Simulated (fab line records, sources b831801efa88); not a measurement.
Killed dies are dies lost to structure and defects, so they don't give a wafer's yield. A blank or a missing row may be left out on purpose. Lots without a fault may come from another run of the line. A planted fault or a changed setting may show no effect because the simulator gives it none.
fab line records | flow sky130
record lots=14 wafers=42 last_day=50
route steps=708 shown METAL2@492 PAD_OPEN@708
lots that met no fault: from a run of the same line without faults
start_h: hours from the record's first day to the start of the lot's first wafer shown | wait_h: hours since the lot's step before | " the same as in the row above | L1.1+2: a row that stands for several wafers | - no value, or no start given | * or withheld: withheld | < > ~ a bound
route shown NAME@n: a module of which the file shows steps, and the number in the route of the first | usual: mean/standard deviation of fault-free wafers | same: alike in all rows | chamber/n: place in a boat | sites: the reading at each site | _std_site: their standard deviation | _edge_site: outer sites' mean less inner sites' | radius_mm: how far each site lies from the wafer's centre | mask NAME#n: copy n | behind: the tool/chamber that last shaped the wafer | hold: why the lot was held/for how many hours/how that ended | device: the transistor (n, p or np) that didn't switch | end of line: the same wafers' tests at the end of the route | a step without rows: its recipe alone | killed: dies lost to structure and defects at the first sort, not the wafer's yield | map: a wafer's dies, x killed, . not, _ none there
set.NAME: the setting as run; set.NAME@STEP: as run at that earlier step | model.NAME: the simulator's own value behind a step, which no gauge read
steps of the route over a sample of lots; a table a step, a row a wafer
services: from which hour (start_h, from the record's first day; less than 0 if before it) a tool's chamber was out of use, for how many hours, and why
## steps
# step SKY_METAL2_COAT_09
# recipe resist=BARC temp_c=withheld time_s=withheld spin_rpm=3050 resist_thk_nm=60
# columns lot.wafer tool chamber start_h wait_h
L911.3+5+6 litho_track-01 0 824.27 0.1
L912.1+2+5 litho_track-03 0 824.33 0.1
L913.1+2+3 litho_track-02 0 829.21 0.1
L914.1+3+6 litho_track-03 0 839.28 0.1
L915.3+4+5 litho_track-03 0 843.68 0.1
L916.1+2+3 litho_track-01 0 860.07 0.1
L919.1+3+4 litho_track-01 0 876.52 0.1
L921.3+5+6 litho_track-01 0 897.77 0.1
L923.2+5+6 litho_track-02 0 907.53 0.1
L928.2+5+6 litho_track-03 0 945.55 0.1
L930.2+4+5 litho_track-01 0 953.00 0.1
L931.2+4+6 litho_track-01 0 958.50 0.1
L932.4+5+6 litho_track-01 0 971.65 0.1
L933.1+4+5 litho_track-01 0 972.37 0.1
# step SKY_METAL2_ETCH_18
# recipe chemistry=N2/H2 target=BARC ion_energy_ev=200 bias_w=100 pressure_mtorr=30 n2_flow_sccm=100 h2_flow_sccm=200 icp_w=500 stop_on=SiO2 time_s=45.9 target_depth_a=600
# usual bias_w=100.0/0.31 drypump_motor_current_A=5.6/0.35 oes_product_au=0.851/0.0043 throttle_valve_pct=13.225/0.0097
# columns lot.wafer tool chamber start_h wait_h bias_w drypump_motor_current_A oes_product_au rf_hours_counter_h throttle_valve_pct
L911.3 rie_metal-02 0 838.32 0.0 99.7 5.0 0.855 - 13.222
L911.5 " 1 " " 99.7 5.8 0.854 - 13.211
L911.6 " 0 " " 100.3 5.0 0.845 - 13.213
L912.1 rie_metal-01 0 838.65 0.0 99.9 5.4 0.859 17 13.236
L912.2 " 1 " " 100.1 5.4 0.850 13 13.214
L912.5 " 0 " " 100.2 5.4 0.857 - 13.216
L913.1 rie_metal-01 0 842.70 0.0 99.6 5.4 0.848 17 13.220
L913.2 " 1 " " 99.9 5.4 0.856 13 13.224
L913.3 " 1 " " 99.8 5.4 0.851 - 13.217
L914.1 rie_metal-04 1 853.42 0.0 100.0 5.7 0.848 0 13.208
L914.3 " 1 " " 99.8 5.7 0.848 - 13.224
L914.6 " 1 " " 100.1 5.7 0.850 - 13.243
L915.3 rie_metal-01 0 857.72 0.0 100.6 5.4 0.851 - 13.224
L915.4 " 1 " " 99.7 5.4 0.851 - 13.234
L915.5 " 1 " " 100.2 5.4 0.846 - 13.230
L916.1 rie_metal-04 1 873.17 0.0 99.9 5.7 0.850 1 13.213
L916.2 " 0 " " 100.1 6.1 0.850 6 13.220
L916.3 " 0 " " 100.2 6.1 0.847 - 13.223
L919.1 rie_metal-04 1 890.31 0.0 100.1 5.7 0.827 2 13.221
L919.3 " 0 " " 100.0 6.1 0.818 - 13.212
L919.4 " 1 " " 100.3 5.7 0.825 - 13.210
L921.3 rie_metal-02 0 910.73 0.1 99.7 5.0 0.825 - 13.236
L921.5 " 0 " " 99.4 5.0 0.823 - 13.224
L921.6 " 0 " " 99.4 5.0 0.825 - 13.217
L923.2 rie_metal-04 0 920.56 0.0 99.3 6.1 0.852 9 13.227
L923.5 " 1 " " 99.4 5.7 0.853 - 13.215
L923.6 " 0 " " 99.8 6.1 0.848 - 13.202
L928.2 rie_metal-01 0 958.36 0.0 100.5 5.4 0.844 3 13.237
L928.5 " 1 " " 100.0 5.4 0.856 - 13.212
L928.6 " 0 " " 100.5 5.4 0.865 - 13.242
L930.2 rie_metal-04 1 966.01 0.1 100.1 5.7 0.851 - 13.232
L930.4 " 1 " " 100.3 5.7 0.855 - 13.228
L930.5 " 1 " " 100.2 5.7 0.845 - 13.240
L931.2 rie_metal-02 1 970.86 0.0 100.7 5.8 0.857 3 13.227
L931.4 " 1 " " 100.3 5.8 0.858 - 13.217
L931.6 " 1 " " 99.9 5.8 0.857 - 13.226
L932.4 rie_metal-04 0 983.69 0.0 100.1 6.1 0.847 - 13.224
L932.5 " 1 " " 100.0 5.7 0.862 - 13.233
L932.6 " 0 " " 100.1 6.1 0.843 - 13.213
L933.1 rie_metal-01 0 985.01 0.0 100.3 5.4 0.853 4 13.221
L933.4 " 0 " " 100.0 5.4 0.847 - 13.218
L933.5 " 1 " " 99.9 5.4 0.844 - 13.236
# step SKY_PAD_OPEN_PROBE_99
# usual defect_limited_yield=82.6/1.8 killed_at_M0_to_M3=43/6.6 killed_at_M4_up=3.4/1.8 killed_at_contacts=24/4.9 killed_at_front_end=15/4.1 killed_at_other=0.3/0.55 killed_dies=85/8.8 killed_open=46/6.1 killed_short=39/5.7 sort_bin_3_pad_short=0.9/0.41 sort_bin_5_function=10.1/1.5 sort_bin_6_memory=6.4/1 sort_n_pass=407/8.8 sort_yield_pct=82.6/1.8
# same gross_dies=492 killed_at_back_side=0 sort_bin_4_leakage[%]=0 sort_bin_8_speed[%]=0
# columns lot.wafer tool chamber start_h wait_h defect_limited_yield[%] killed_at_M0_to_M3 killed_at_M4_up killed_at_contacts killed_at_front_end killed_at_other killed_dies killed_open killed_short sort_bin_3_pad_short[%] sort_bin_5_function[%] sort_bin_6_memory[%] sort_n_pass sort_yield_pct[%]
L911.3 prober-01 - 1093.40 0.2 85.8 32 7 16 15 0 70 41 29 1.0 8.7 4.5 422 85.8
L911.5 prober-01 - 1093.50 0.2 87.6 26 5 20 9 1 61 29 31 1.0 5.3 6.1 431 87.6
L911.6 prober-01 - 1093.55 0.2 81.9 37 2 29 20 1 89 48 41 1.4 9.3 7.3 403 81.9
L912.1 prober-02 - 1093.71 0.1 80.7 45 4 26 20 0 95 50 45 1.6 10.6 7.1 397 80.7
L912.2 prober-02 - 1093.76 0.1 79.5 52 8 24 17 0 101 56 45 1.0 12.4 7.1 391 79.5
L912.5 prober-02 - 1093.91 0.2 83.7 33 3 29 14 1 80 35 45 0.4 8.7 7.1 412 83.7
L913.1 prober-01 - 1095.58 0.1 85.0 32 3 22 16 1 74 41 33 0.4 9.6 5.1 418 85.0
L913.2 prober-01 - 1095.63 0.1 86.2 37 3 21 7 0 68 36 32 0.8 9.3 3.7 424 86.2
L913.3 prober-01 - 1095.68 0.2 82.5 44 5 24 13 0 86 44 42 0.6 10.0 6.9 406 82.5
L914.1 prober-02 - 1102.01 0.1 82.3 42 2 31 12 0 87 48 39 1.0 9.3 7.3 405 82.3
L914.3 prober-02 - 1102.11 0.2 83.7 32 1 28 18 1 80 46 34 0.4 8.3 7.5 412 83.7
L914.6 prober-02 - 1102.26 0.2 83.1 39 8 26 9 1 83 46 37 0.6 10.6 5.7 409 83.1
L915.3 prober-01 - 1104.49 0.2 82.9 42 2 22 18 0 84 51 33 1.2 11.4 4.5 408 82.9
L915.4 prober-01 - 1104.54 0.2 83.9 43 0 22 13 1 79 44 35 1.0 8.9 6.1 413 83.9
L915.5 prober-01 - 1104.59 0.2 82.9 42 2 26 13 1 84 49 34 1.0 8.9 7.1 408 82.9
L916.1 prober-02 - 1119.98 0.1 84.6 35 4 23 14 0 76 35 40 1.0 10.0 4.5 416 84.6
L916.2 prober-02 - 1120.03 0.1 82.7 44 0 26 14 1 85 45 40 0.2 11.6 5.5 407 82.7
L916.3 prober-02 - 1120.08 0.2 81.5 44 5 25 17 0 91 46 42 0.8 11.0 6.7 401 81.5
L919.1 prober-01 - 1131.50 0.1 79.1 54 3 25 21 0 103 54 49 0.8 12.8 7.3 389 79.1
L919.3 prober-01 - 1131.60 0.2 82.1 36 6 29 17 0 88 48 40 0.6 11.2 6.1 404 82.1
L919.4 prober-01 - 1131.65 0.2 83.7 38 3 27 12 0 80 41 39 0.6 8.1 7.5 412 83.7
L921.3 prober-01 - 1145.80 0.2 81.7 39 5 35 11 0 90 42 48 1.8 11.2 5.3 402 81.7
L921.5 prober-01 - 1145.90 0.2 80.7 41 7 35 12 0 95 52 42 1.2 9.8 8.3 397 80.7
L921.6 prober-01 - 1145.95 0.2 82.5 37 3 38 8 0 86 47 39 0.4 12.2 4.9 406 82.5
L923.2 prober-01 - 1151.93 0.1 83.7 33 3 23 19 2 80 43 36 0.6 8.5 7.1 412 83.7
L923.5 prober-01 - 1152.08 0.2 83.5 42 1 22 16 0 81 36 45 0.8 11.0 4.7 411 83.5
L923.6 prober-01 - 1152.13 0.2 80.7 46 3 27 17 2 95 57 37 1.4 10.2 7.7 397 80.7
L928.2 prober-02 - 1182.06 0.1 78.9 48 8 28 20 0 104 50 54 1.4 12.8 6.9 388 78.9
L928.5 prober-02 - 1182.21 0.2 80.9 41 7 28 17 1 94 49 43 0.4 11.4 7.3 398 80.9
L928.6 prober-02 - 1182.26 0.2 83.3 44 3 18 17 0 82 41 41 0.8 9.8 6.1 410 83.3
L930.2 prober-02 - 1185.06 0.1 86.0 36 1 20 12 0 69 44 25 1.0 8.3 4.7 423 86.0
L930.4 prober-02 - 1185.16 0.2 82.7 43 1 21 20 0 85 46 39 0.2 11.0 6.1 407 82.7
L930.5 prober-02 - 1185.21 0.2 83.7 37 3 26 13 1 80 51 28 0.6 9.1 6.5 412 83.7
L931.2 prober-01 - 1188.33 0.1 85.2 36 4 20 13 0 73 46 27 0.8 9.8 4.3 419 85.2
L931.4 prober-01 - 1188.43 0.2 84.3 43 4 19 11 0 77 43 34 0.4 10.4 4.9 415 84.3
L931.6 prober-01 - 1188.53 0.2 84.3 39 2 21 15 0 77 42 35 0.2 10.2 5.3 415 84.3
L932.4 prober-02 - 1198.31 0.2 81.5 42 3 25 20 1 91 43 46 0.8 10.6 7.1 401 81.5
L932.5 prober-02 - 1198.36 0.2 78.7 58 5 26 16 0 105 55 49 1.6 13.0 6.7 387 78.7
L932.6 prober-02 - 1198.41 0.2 83.1 45 3 22 13 0 83 46 37 1.0 10.2 5.7 409 83.1
L933.1 prober-01 - 1199.66 0.1 81.1 43 3 26 20 1 93 51 42 1.0 12.8 5.1 399 81.1
L933.4 prober-01 - 1199.81 0.2 85.4 32 3 29 8 0 72 43 29 0.8 8.7 5.1 420 85.4
L933.5 prober-01 - 1199.86 0.2 81.9 50 3 24 12 0 89 51 38 1.4 9.3 7.3 403 81.9
# killed by level:class
L911.3 VIA1:geometric_particle:open=7 FIELD_ISO:geometric_particle:open=6 FIELD_ISO:geometric_particle:short=6 CONTACT:geometric_particle:open=6 VIA2:geometric_particle:open=6 METAL4:geometric_particle:short=6 LOCAL_INTERCONNECT:geometric_particle:short=5 METAL1:geometric_particle:open=4
L911.5 VIA1:geometric_particle:open=9 LI_CONTACT:geometric_particle:open=7 METAL1:geometric_particle:short=6 FIELD_ISO:geometric_particle:short=4 CONTACT:geometric_particle:short=4 CONTACT:geometric_particle:open=4 METAL4:geometric_particle:short=4 METAL2:geometric_particle:short=3
L911.6 VIA1:geometric_particle:open=13 CONTACT:geometric_particle:open=9 CONTACT:geometric_particle:short=9 POLY_GATE:geometric_particle:short=7 VIA2:geometric_particle:open=6 LI_CONTACT:geometric_particle:open=5 VIA3:geometric_particle:open=5 FIELD_ISO:geometric_particle:short=4
L912.1 VIA1:geometric_particle:open=13 CONTACT:geometric_particle:open=8 METAL2:geometric_particle:short=8 VIA3:geometric_particle:open=7 POLY_GATE:geometric_particle:short=6 LI_CONTACT:geometric_particle:short=5 LI_CONTACT:geometric_particle:open=5 CONTACT:geometric_particle:short=5
L912.2 VIA1:geometric_particle:open=12 LI_CONTACT:geometric_particle:open=9 VIA2:geometric_particle:open=9 VIA3:geometric_particle:open=8 METAL4:geometric_particle:short=7 LI_CONTACT:geometric_particle:short=6 FIELD_ISO:geometric_particle:short=5 POLY_GATE:geometric_particle:open=5
L912.5 CONTACT:geometric_particle:open=14 METAL1:geometric_particle:short=7 VIA1:geometric_particle:open=6 LI_CONTACT:geometric_particle:short=5 LI_CONTACT:geometric_particle:open=5 POLY_GATE:geometric_particle:short=4 VIA1:geometric_particle:short=4 METAL2:geometric_particle:short=4
L913.1 VIA1:geometric_particle:open=10 LI_CONTACT:geometric_particle:open=7 CONTACT:geometric_particle:open=5 FIELD_ISO:geometric_particle:open=4 POLY_GATE:geometric_particle:open=4 CONTACT:geometric_particle:short=4 VIA1:geometric_particle:short=4 VIA3:geometric_particle:open=4
L913.2 VIA1:geometric_particle:open=8 VIA2:geometric_particle:open=7 CONTACT:geometric_particle:open=7 LI_CONTACT:geometric_particle:open=5 METAL1:geometric_particle:short=5 LOCAL_INTERCONNECT:geometric_particle:short=4 METAL2:geometric_particle:short=4 POLY_GATE:geometric_particle:open=3
L913.3 CONTACT:geometric_particle:open=9 VIA2:geometric_particle:open=9 METAL1:geometric_particle:short=8 VIA3:geometric_particle:open=7 LI_CONTACT:geometric_particle:open=6 POLY_GATE:geometric_particle:short=5 LOCAL_INTERCONNECT:geometric_particle:short=4 METAL2:geometric_particle:short=4
L914.1 CONTACT:geometric_particle:open=13 VIA1:geometric_particle:open=8 VIA2:geometric_particle:open=8 LI_CONTACT:geometric_particle:short=6 VIA3:geometric_particle:open=6 CONTACT:geometric_particle:short=5 METAL1:geometric_particle:short=5 POLY_GATE:geometric_particle:open=4
L914.3 CONTACT:geometric_particle:open=10 POLY_GATE:geometric_particle:open=8 LI_CONTACT:geometric_particle:open=8 VIA1:geometric_particle:open=8 METAL1:geometric_particle:short=6 POLY_GATE:geometric_particle:short=5 CONTACT:geometric_particle:short=5 METAL2:geometric_particle:short=4
L914.6 LI_CONTACT:geometric_particle:open=11 VIA1:geometric_particle:open=11 CONTACT:geometric_particle:open=9 METAL4:geometric_particle:short=6 VIA1:geometric_particle:short=6 CONTACT:geometric_particle:short=5 VIA2:geometric_particle:short=5 VIA2:geometric_particle:open=5
L915.3 VIA1:geometric_particle:open=11 VIA3:geometric_particle:open=7 CONTACT:geometric_particle:short=6 CONTACT:geometric_particle:open=6 FIELD_ISO:geometric_particle:open=5 LI_CONTACT:geometric_particle:open=5 METAL1:geometric_particle:short=5 METAL2:geometric_particle:short=5
L915.4 VIA1:geometric_particle:open=11 METAL1:geometric_particle:short=9 LI_CONTACT:geometric_particle:open=7 FIELD_ISO:geometric_particle:open=6 CONTACT:geometric_particle:open=6 VIA1:geometric_particle:short=6 VIA2:geometric_particle:open=4 METAL2:geometric_particle:short=4
L915.5 CONTACT:geometric_particle:open=9 LI_CONTACT:geometric_particle:open=8 VIA1:geometric_particle:open=8 VIA3:geometric_particle:open=8 CONTACT:geometric_particle:short=5 METAL1:geometric_particle:short=5 METAL2:geometric_particle:short=5 FIELD_ISO:geometric_particle:open=4
L916.1 CONTACT:geometric_particle:open=11 METAL1:geometric_particle:short=9 VIA2:geometric_particle:open=6 LI_CONTACT:geometric_particle:open=5 FIELD_ISO:geometric_particle:open=4 METAL3:geometric_particle:short=4 METAL4:geometric_particle:short=4 FIELD_ISO:geometric_particle:short=3
L916.2 VIA1:geometric_particle:open=13 CONTACT:geometric_particle:open=11 METAL1:geometric_particle:short=7 CONTACT:geometric_particle:short=5 VIA2:geometric_particle:short=5 VIA2:geometric_particle:open=5 FIELD_ISO:geometric_particle:short=4 LOCAL_INTERCONNECT:geometric_particle:short=4
L916.3 VIA1:geometric_particle:open=14 CONTACT:geometric_particle:short=8 FIELD_ISO:geometric_particle:short=7 FIELD_ISO:geometric_particle:open=6 VIA3:geometric_particle:open=5 CONTACT:geometric_particle:open=5 METAL4:geometric_particle:short=5 LOCAL_INTERCONNECT:geometric_particle:open=4
L919.1 VIA1:geometric_particle:open=9 METAL1:geometric_particle:short=8 LI_CONTACT:geometric_particle:open=7 CONTACT:geometric_particle:open=7 VIA3:geometric_particle:open=7 VIA1:geometric_particle:short=6 POLY_GATE:geometric_particle:short=5 LOCAL_INTERCONNECT:geometric_particle:short=5
L919.3 VIA1:geometric_particle:open=10 LOCAL_INTERCONNECT:geometric_particle:short=10 CONTACT:geometric_particle:open=9 VIA2:geometric_particle:open=7 VIA3:geometric_particle:open=6 METAL1:geometric_particle:short=5 FIELD_ISO:geometric_particle:short=4 LI_CONTACT:geometric_particle:open=4
L919.4 CONTACT:geometric_particle:open=10 VIA3:geometric_particle:open=9 METAL2:geometric_particle:short=8 METAL1:geometric_particle:short=6 LOCAL_INTERCONNECT:geometric_particle:short=5 CONTACT:geometric_particle:short=5 LI_CONTACT:geometric_particle:open=4 VIA2:geometric_particle:open=4
L921.3 LI_CONTACT:geometric_particle:open=10 CONTACT:geometric_particle:short=7 LOCAL_INTERCONNECT:geometric_particle:short=6 VIA1:geometric_particle:short=6 METAL2:geometric_particle:short=6 VIA3:geometric_particle:open=6 LI_CONTACT:geometric_particle:short=5 CONTACT:geometric_particle:open=5
L921.5 CONTACT:geometric_particle:open=10 LI_CONTACT:geometric_particle:open=9 VIA1:geometric_particle:open=7 VIA3:geometric_particle:open=7 CONTACT:geometric_particle:short=6 METAL1:geometric_particle:short=6 VIA2:geometric_particle:open=6 LOCAL_INTERCONNECT:geometric_particle:short=5
L921.6 CONTACT:geometric_particle:open=15 LI_CONTACT:geometric_particle:open=10 LOCAL_INTERCONNECT:geometric_particle:short=7 VIA1:geometric_particle:short=7 VIA1:geometric_particle:open=5 METAL2:geometric_particle:open=4 VIA3:geometric_particle:open=4 METAL2:geometric_particle:short=4
L923.2 LI_CONTACT:geometric_particle:open=9 VIA2:geometric_particle:open=7 FIELD_ISO:geometric_particle:open=6 CONTACT:geometric_particle:open=6 VIA1:geometric_particle:short=5 VIA1:geometric_particle:open=5 POLY_GATE:geometric_particle:short=4 CONTACT:geometric_particle:short=4
L923.5 METAL1:geometric_particle:short=8 CONTACT:geometric_particle:open=7 VIA1:geometric_particle:short=7 LOCAL_INTERCONNECT:geometric_particle:short=6 LI_CONTACT:geometric_particle:short=5 VIA2:geometric_particle:open=5 VIA3:geometric_particle:open=5 FIELD_ISO:geometric_particle:short=4
L923.6 CONTACT:geometric_particle:open=11 VIA1:geometric_particle:open=10 VIA2:geometric_particle:open=9 LI_CONTACT:geometric_particle:open=9 VIA3:geometric_particle:open=7 FIELD_ISO:geometric_particle:short=5 METAL1:geometric_particle:short=5 VIA1:geometric_particle:short=5
L928.2 LI_CONTACT:geometric_particle:open=9 CONTACT:geometric_particle:open=9 VIA1:geometric_particle:short=9 VIA3:geometric_particle:open=8 METAL1:geometric_particle:short=7 VIA1:geometric_particle:open=6 METAL4:geometric_particle:short=5 POLY_GATE:geometric_particle:open=5
L928.5 VIA1:geometric_particle:open=15 CONTACT:geometric_particle:open=10 VIA2:geometric_particle:open=8 LOCAL_INTERCONNECT:geometric_particle:short=7 METAL4:geometric_particle:short=6 CONTACT:geometric_particle:short=5 FIELD_ISO:geometric_particle:short=4 POLY_GATE:geometric_particle:short=4
L928.6 METAL1:geometric_particle:short=9 POLY_GATE:geometric_particle:short=7 VIA3:geometric_particle:open=7 VIA2:geometric_particle:open=6 CONTACT:geometric_particle:open=6 CONTACT:geometric_particle:short=5 POLY_GATE:geometric_particle:open=4 METAL2:geometric_particle:short=4
L930.2 VIA1:geometric_particle:open=14 CONTACT:geometric_particle:open=8 LI_CONTACT:geometric_particle:open=6 LOCAL_INTERCONNECT:geometric_particle:short=5 POLY_GATE:geometric_particle:open=4 VIA2:geometric_particle:open=4 METAL2:geometric_particle:short=4 VIA3:geometric_particle:open=4
L930.4 VIA1:geometric_particle:open=12 LI_CONTACT:geometric_particle:open=9 FIELD_ISO:geometric_particle:short=6 LI_CONTACT:geometric_particle:short=5 CONTACT:geometric_particle:open=5 METAL2:geometric_particle:short=5 VIA2:geometric_particle:open=5 VIA3:geometric_particle:open=5
L930.5 CONTACT:geometric_particle:open=12 VIA2:geometric_particle:open=10 VIA1:geometric_particle:open=9 LOCAL_INTERCONNECT:geometric_particle:short=7 VIA3:geometric_particle:open=7 POLY_GATE:geometric_particle:open=5 FIELD_ISO:geometric_particle:short=3 FIELD_ISO:geometric_particle:open=3
L931.2 CONTACT:geometric_particle:open=11 POLY_GATE:geometric_particle:short=7 LI_CONTACT:geometric_particle:open=7 VIA3:geometric_particle:open=7 VIA1:geometric_particle:open=7 VIA2:geometric_particle:open=6 POLY_GATE:geometric_particle:open=4 VIA1:geometric_particle:short=4
L931.4 VIA1:geometric_particle:open=13 CONTACT:geometric_particle:short=7 CONTACT:geometric_particle:open=5 METAL1:geometric_particle:short=5 VIA1:geometric_particle:short=5 VIA2:geometric_particle:open=5 VIA3:geometric_particle:open=5 FIELD_ISO:geometric_particle:short=4
L931.6 VIA1:geometric_particle:open=9 CONTACT:geometric_particle:open=8 FIELD_ISO:geometric_particle:open=5 POLY_GATE:geometric_particle:short=5 LI_CONTACT:geometric_particle:open=5 VIA3:geometric_particle:open=5 METAL1:geometric_particle:short=4 METAL2:geometric_particle:short=4
L932.4 CONTACT:geometric_particle:open=9 VIA1:geometric_particle:open=9 METAL1:geometric_particle:short=7 VIA3:geometric_particle:open=6 FIELD_ISO:geometric_particle:short=5 VIA1:geometric_particle:short=5 LI_CONTACT:geometric_particle:short=4 LI_CONTACT:geometric_particle:open=4
L932.5 CONTACT:geometric_particle:open=11 VIA1:geometric_particle:open=11 VIA2:geometric_particle:open=9 METAL2:geometric_particle:short=8 METAL1:geometric_particle:short=8 VIA3:geometric_particle:open=6 CONTACT:geometric_particle:short=5 LI_CONTACT:geometric_particle:short=4
L932.6 VIA1:geometric_particle:open=10 VIA2:geometric_particle:open=9 VIA3:geometric_particle:open=7 LI_CONTACT:geometric_particle:open=7 METAL2:geometric_particle:short=7 CONTACT:geometric_particle:open=6 CONTACT:geometric_particle:short=5 POLY_GATE:geometric_particle:short=3
L933.1 VIA1:geometric_particle:open=10 CONTACT:geometric_particle:open=9 VIA1:geometric_particle:short=7 LI_CONTACT:geometric_particle:open=7 FIELD_ISO:geometric_particle:open=6 METAL1:geometric_particle:short=6 POLY_GATE:geometric_particle:open=5 CONTACT:geometric_particle:short=5
L933.4 CONTACT:geometric_particle:open=17 VIA1:geometric_particle:open=10 SPACER:geometric_particle:short=4 LI_CONTACT:geometric_particle:open=4 METAL1:geometric_particle:short=4 CONTACT:geometric_particle:short=4 METAL3:geometric_particle:short=4 VIA3:geometric_particle:open=4
L933.5 VIA1:geometric_particle:open=13 VIA2:geometric_particle:open=11 CONTACT:geometric_particle:open=10 CONTACT:geometric_particle:short=6 LI_CONTACT:geometric_particle:open=6 METAL1:geometric_particle:short=5 VIA1:geometric_particle:short=5 POLY_GATE:geometric_particle:short=4
## services
# columns tool chamber start_h hours kind
rie_metal-01 - 804.78 0.3 repair
rie_metal-01 - 818.19 1.4 pm
rie_metal-04 1 823.37 - clean
rie_metal-04 1 823.37 19.4 scheduled_down
rie_metal-04 1 823.37 19.4 vent_cycle
rie_metal-01 0 823.71 5.9 repair
rie_metal-01 1 847.70 5.5 repair
rie_metal-01 0 888.17 - clean
rie_metal-01 0 888.17 23.3 scheduled_down
rie_metal-01 0 888.17 23.3 vent_cycle
rie_metal-02 1 891.73 - clean
rie_metal-02 1 891.73 24.0 scheduled_down
rie_metal-02 1 891.73 24.0 vent_cycle
rie_metal-02 - 934.68 2.8 pm
rie_metal-04 0 940.30 5.4 repair
rie_metal-04 - 946.78 2.8 pm
rie_metal-04 0 958.20 21.6 repair
## key
first_sign step=SKY_METAL2_ETCH_18 reading=oes_product_au direction=down sigmas=6.4 usual=0.851 struck=0.824
effect none on later readings
met_at SKY_METAL2_COAT_09
struck_lots L919,L921
onset_between 860.07 876.52
fault kind=process_parameter_drift tool=litho_track-01 chamber=- onset_h=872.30 steps=SKY_METAL2_COAT_09 channel=resist_thk_nm offset=-3.3324 shape=step end_h=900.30 acts_in=these_recipes_only stated=60
